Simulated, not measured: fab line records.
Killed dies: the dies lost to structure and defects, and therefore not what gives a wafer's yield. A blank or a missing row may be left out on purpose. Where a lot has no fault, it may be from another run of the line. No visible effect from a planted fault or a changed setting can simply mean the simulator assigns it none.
A lot that was struck, set against a sound lot :: flow sky130 :: 42 steps out of a route of 708
Sound: the wafers L203.2, L203.3, L203.5. Wafers struck: L198.4, L198.5, L198.6. The cause is named last.
Each step with rows lists, per side, the tool, then ch with its chambers, then its first start. Under that, the readings that differ: sound wafers :: struck wafers :: difference of the means :: sigmas: that difference in standard deviations of wafers without a fault.
alike: words and numbers the same on both sides, and readings whose means are apart by under 2 such deviations; not compared: readings that were withheld, readings missing a value for some wafer, numbers with overlapping values and no deviation given by the record, and bounds like >300 which may hide the same value.
The two part at a step that has a row with sigmas, a row that says differs or no value, or rows on one side only. When numbers do not overlap yet have no deviation, they are printed without sigmas and do not part them. A reading missing from all wafers of one side parts the sides only when that side holds two or more wafers.

SKY_SD_P_CD_MEAS_07: the cd target is 380 nm.
  sound: cd_sem-02 at day 31 06:53; struck: cd_sem-02 at day 29 12:41
  alike: cd_nm
SKY_SD_P_OVL_MEAS_08:
  sound: overlay-02 at day 31 06:59; struck: overlay-01 at day 29 12:46
  alike: SD_P_OVL
then, 1 step without rows for these wafers: SKY_SD_P_IMPLANT_09.
SKY_SD_P_STRIP_10: strips in O2/N2.
  sound on plasma_asher-02 ch 0,1, day 31 07:10; struck on plasma_asher-02 ch 0,1, day 29 12:58
reading: strip_time_to_endpoint_s (s)
sound: 17.57 17.54 17.54
struck: 17.41 17.48 17.44
difference: -0.11
sigmas: -3
  alike: chamber_pressure_mTorr, drypump_motor_current_A, oes_product_au
  not compared: rf_hours_counter_h
SKY_SD_P_TW_MEAS_11:
  sound: film_metro-02 at day 31 07:17; struck: film_metro-04 at day 29 13:04
  alike: SD_P_TW
then, 7 steps without rows for these wafers: SKY_RES_XHIGH_DEHYDRATE_00 (time 60 s); SKY_RES_XHIGH_HMDS_01 (prime time 60 s); SKY_RES_XHIGH_COAT_02 (resist thk 1157 nm); SKY_RES_XHIGH_SOFTBAKE_03 (time 60 s); SKY_RES_XHIGH_EXPOSE_04 (exposes mask URPM, target cd 1270 nm); SKY_RES_XHIGH_PEB_05; SKY_RES_XHIGH_DEVELOP_06 (develop time 60 s).
SKY_RES_XHIGH_IMPLANT_07:
  sound on implanter-01 ch 0, day 32 10:05; struck on implanter-02 ch 0, day 30 17:11
  alike: beam_energy_keV
SKY_RES_XHIGH_STRIP_08: strips in O2/N2.
  sound on plasma_asher-04 ch 0,1, day 32 10:13; struck on plasma_asher-04 ch 0,1, day 30 17:18
  alike: chamber_pressure_mTorr, drypump_motor_current_A, oes_product_au, strip_time_to_endpoint_s
  not compared: rf_hours_counter_h
SKY_RES_XHIGH_TW_MEAS_09:
  sound: film_metro-01 at day 32 10:20; struck: film_metro-02 at day 30 17:24
  alike: RES_XHIGH_TW
then, 7 steps without rows for these wafers: SKY_SD_N_DEHYDRATE_00 (time 60 s); SKY_SD_N_HMDS_01 (prime time 60 s); SKY_SD_N_COAT_02 (resist thk 1140 nm); SKY_SD_N_SOFTBAKE_03 (time 60 s); SKY_SD_N_EXPOSE_04 (exposes mask NSDM, target cd 380 nm); SKY_SD_N_PEB_05; SKY_SD_N_DEVELOP_06 (develop time 60 s).
SKY_SD_N_CD_MEAS_07: the cd target is 380 nm.
  sound: cd_sem-02 at day 33 13:25; struck: cd_sem-02 at day 31 21:02
reading: cd_nm (nm)
sound: 380.2 381.4 381.7
struck: 376.8 376.0 374.8
difference: -5.2
sigmas: -2
SKY_SD_N_OVL_MEAS_08:
  sound: overlay-02 at day 33 13:32; struck: overlay-01 at day 31 21:07
  alike: SD_N_OVL
then, 2 steps without rows for these wafers: SKY_SD_N_IMPLANT_09; SKY_SD_N_IMPLANT_10.
SKY_SD_N_STRIP_11: strips in O2/N2.
  sound on plasma_asher-03 ch 1, day 33 13:52; struck on plasma_asher-02 ch 0,1, day 31 21:28
reading: strip_time_to_endpoint_s (s)
sound: 22.66 22.61 22.61
struck: 22.52 22.49 22.55
difference: -0.11
sigmas: -2
  alike: chamber_pressure_mTorr, drypump_motor_current_A, oes_product_au
  not compared: rf_hours_counter_h
SKY_SD_N_TW_MEAS_12:
  sound: film_metro-04 at day 33 13:58; struck: film_metro-02 at day 31 21:33
  alike: SD_N_TW
then, 1 step without rows for these wafers: SKY_SD_N_CLEAN_13 (cleans in SC1/SC2, time 150 s).
SKY_SD_N_RTA_14: time 2 s.
  sound on rtp_anneal-01 ch 0, day 33 14:08; struck on rtp_anneal-02 ch 0, day 31 21:40
  alike: lamp_power_pct, wafer_temp_C_max
SKY_SD_N_RS_MEAS_16: measurement is done with a four-point probe.
  sound: film_metro-02 at day 33 14:19; struck: film_metro-04 at day 31 21:53
  alike: SD_N_RS
SKY_SD_N_RS_MEAS_17: measurement is done with a four-point probe.
  sound: film_metro-02 at day 33 14:26; struck: film_metro-04 at day 31 22:00
  alike: SD_P_RS
SKY_SD_N_RS_MEAS_18: measurement is done with a four-point probe.
  sound: film_metro-02 at day 33 14:33; struck: film_metro-04 at day 31 22:07
  alike: RES_XHIGH_RS
then, 2 steps without rows for these wafers: SKY_SALICIDE_CLEAN_00 (cleans in HF-last, time 30 s); SKY_LI_CONTACT_HDPCVD_00 (deposits PSG, target thk 930 nm, time 162.6 s).
SKY_LI_CONTACT_THK_MEAS_01:
  sound: film_metro-02 at day 33 14:47; struck: film_metro-02 at day 31 22:20
  alike: LI_CONTACT_HDPCVD_THK
SKY_LI_CONTACT_CMP_02: polishes PSG.
  sound on cmp-01 ch 1,2, day 33 14:50; struck on cmp-02 ch 0,2,3, day 31 22:28
reading: motor_current_A (A)
sound: 9.0 11.1 9.2
struck: 13.0 12.7 12.3
difference: +2.9
sigmas: +2
  alike: time_to_endpoint_s
SKY_LI_CONTACT_BOW_MEAS_03:
  sound: film_metro-04 at day 33 15:09; struck: film_metro-01 at day 31 22:43
  alike: LI_CONTACT_BOW
then, 3 steps without rows for these wafers: SKY_LI_CONTACT_DEHYDRATE_04 (time 60 s); SKY_LI_CONTACT_HMDS_05 (prime time 60 s); SKY_LI_CONTACT_COAT_06 (resist thk 60 nm).
-- the record jumps here: 17 days lie between the struck wafers' starts before and after (it left off in module LI_CONTACT and takes up again in module PAD_OPEN, whose first step shown is number 708 of the route) --
SKY_PAD_OPEN_PROBE_99:
  sound: prober-01 at day 49 21:35; struck: prober-02 at day 48 15:59
reading: killed_at_contacts
sound: 29 17 14
struck: 33 35 29
difference: +12
sigmas: +2

reading: model.etest.res_xhigh_po.rs_ohm_sq_rim_less_centre
sound: 7.801 -17.7 -5.401
struck: -213.8 -202.2 -218.7
difference: -206.5
sigmas: 

reading: model.etest.res_xhigh_po.rs_ohm_sq_range
sound: 121.9 103.4 103.4
struck: 229.8 223.2 227.5
difference: +117.3
sigmas: 
  alike: killed_at_M0_to_M3, killed_at_M4_up, killed_at_front_end, killed_at_other, killed_dies, killed_open, killed_short

WHERE THEY PART
Earliest at SKY_SD_P_STRIP_10; latest, in this record, at SKY_PAD_OPEN_PROBE_99.

WHY: the cause the simulator had injected
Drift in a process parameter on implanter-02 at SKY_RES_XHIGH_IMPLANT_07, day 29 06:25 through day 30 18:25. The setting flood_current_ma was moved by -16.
